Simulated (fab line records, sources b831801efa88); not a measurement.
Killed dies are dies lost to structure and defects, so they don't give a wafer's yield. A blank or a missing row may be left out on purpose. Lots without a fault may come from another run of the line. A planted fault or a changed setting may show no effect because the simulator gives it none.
A struck lot beside a sound one | flow sky130 | 36 steps out of a route of 708
Sound: wafers L621.3, L621.4, L621.6. Struck: wafers L630.1, L630.2, L630.3. The cause comes at the end.
At each step with rows: each side's tool, then ch and its chambers, then its first start. Under that, the readings that differ: sound wafers | struck wafers | difference of the means | sigmas: that difference in standard deviations of wafers without a fault.
alike: readings whose means differ by less than 2 such deviations, and words and numbers that are the same on both sides. not compared: withheld readings, readings that some wafer has no value for, bounds like >300 that may hide the same value, and numbers for which the record gives no deviation and whose values overlap.
The two part at a step that has a row with sigmas, a row that says differs or no value, or rows on one side only. Numbers that don't overlap but have no deviation are shown without sigmas and don't part them. A reading that every wafer of one side lacks parts them only if that side has two wafers or more.

first, 9 steps without rows for these wafers: SKY_VIA3_ETCH_14 (etches BARC in N2/H2, stops on SiO2, time 45.9 s, target depth 60 nm); SKY_VIA3_ETCH_15 (etches SiO2 in C4F8/O2/Ar, stops on TiN, target depth 507 nm, time 78 s); SKY_VIA3_STRIP_16 (strips in O2/N2); SKY_VIA3_STRIP_17 (strips in post etch residue remover, time 1200 s); SKY_VIA3_CLEAN_18 (cleans in IPA, time 180 s); SKY_VIA3_CLEAN_19 (cleans in O3/DIW); SKY_VIA3_SPUTTER_20 (material TiN, target thk 20 nm, time 80 s); SKY_VIA3_CVD_21 (deposits W, target thk 390 nm, time 117.31 s); SKY_VIA3_CMP_24 (polishes, stops on SiO2, t overpolish 20 s, target thk 0 nm).
SKY_METAL4_SPUTTER_00: material Ti, target thk 15 nm, time 10 s.
  sound on pvd_sputter-01, day 44 20:40; struck on pvd_sputter-01, day 46 21:14
  alike: throttle_valve_pct
then, 25 steps without rows for these wafers: SKY_METAL4_SPUTTER_01 (material TiN, target thk 20 nm, time 16.7 s); SKY_METAL4_SPUTTER_02 (material AlCu, target thk 735 nm, time 39.1 s); SKY_METAL4_SPUTTER_03 (material Ti, target thk 5 nm, time 3.3 s); SKY_METAL4_SPUTTER_04 (material TiN, target thk 70 nm, time 58.3 s); SKY_CAP2M_CVD_00 (deposits SiO2, target thk 15.5 nm); SKY_CAP2M_SPUTTER_02 (material TiN, target thk 200 nm, time 166.7 s); SKY_CAP2M_DEHYDRATE_05 (time 60 s); SKY_CAP2M_HMDS_06 (prime time 60 s); SKY_CAP2M_COAT_07 (resist thk 1140 nm); SKY_CAP2M_SOFTBAKE_08 (time 60 s); SKY_CAP2M_EXPOSE_09 (exposes mask CAP2M, target cd 1000 nm); SKY_CAP2M_PEB_10; SKY_CAP2M_DEVELOP_11 (develop time 60 s); SKY_CAP2M_METAL_ETCH_13 (etches TiN in Cl2/BCl3, stops on SiO2, target depth 220 nm, time 62.9 s); SKY_CAP2M_STRIP_14 (strips in O2/N2); SKY_CAP2M_STRIP_15 (strips in post etch residue remover, time 1200 s); SKY_CAP2M_CLEAN_16 (cleans in IPA, time 180 s); SKY_CAP2M_CLEAN_17 (cleans in O3/DIW); SKY_METAL4_DEHYDRATE_05 (time 60 s); SKY_METAL4_HMDS_06 (prime time 60 s); SKY_METAL4_COAT_07 (resist thk 60 nm); SKY_METAL4_COAT_08 (resist thk 1140 nm); SKY_METAL4_SOFTBAKE_09 (time 90 s); SKY_METAL4_EXPOSE_10 (exposes mask MM4, target cd 300 nm); SKY_METAL4_PEB_11.
-- the record jumps here: 5 days lie between the struck wafers' starts before and after (it left off in module METAL4 and takes up again in module PAD_OPEN, whose first step shown is number 708 of the route) --
SKY_PAD_OPEN_PROBE_99:
  sound on prober-01, day 50 09:49; struck on prober-01, day 51 23:50
  reading                               | sound               | struck                                                                     | difference                   | sigmas
  hold                                  | - - -               | await_dispo/3.8h/release await_dispo/3.8h/release await_dispo/3.8h/release | no value on the sound wafers |
  defect_limited_yield (%)              | 81.7 85.6 82.9      | 72.2 74.6 70.5                                                             | -11.0                        | -6
  killed_at_M4_up                       | 1 3 3               | 55 52 71                                                                   | +57                          | +38
  killed_dies                           | 90 71 84            | 137 125 145                                                                | +54                          | +7
  sort_bin_3_pad_short (%)              | 1.0 0.4 0.4         | 3.5 3.3 3.3                                                                | +2.8                         | +7
  sort_bin_5_function (%)               | 11.8 9.1 10.8       | 16.9 15.2 18.5                                                             | +6.3                         | +5
  sort_n_pass                           | 402 421 408         | 355 367 347                                                                | -54                          | -7
  sort_yield_pct (%)                    | 81.7 85.6 82.9      | 72.2 74.6 70.5                                                             | -11.0                        | -6
  model.etest.tester.sort_n_pass        | 402 421 408         | 355 367 347                                                                | -54                          |
  model.etest.tester.sort_yield_pct (%) | 81.71 85.57 82.93   | 72.15 74.59 70.53                                                          | -10.98                       |
  model.etest.tester.sort_bin_5_pct (%) | 11.79 9.146 10.77   | 16.87 15.24 18.5                                                           | +6.30                        |
  model.etest.tester.sort_bin_3_pct (%) | 1.016 0.4065 0.4065 | 3.455 3.252 3.252                                                          | +2.710                       |
  alike: killed_at_M0_to_M3, killed_at_contacts, killed_at_front_end, killed_at_other, killed_open, killed_short, sort_bin_6_memory

WHERE THEY PART
Only at SKY_PAD_OPEN_PROBE_99, within this record.

WHY: what the simulator had put in
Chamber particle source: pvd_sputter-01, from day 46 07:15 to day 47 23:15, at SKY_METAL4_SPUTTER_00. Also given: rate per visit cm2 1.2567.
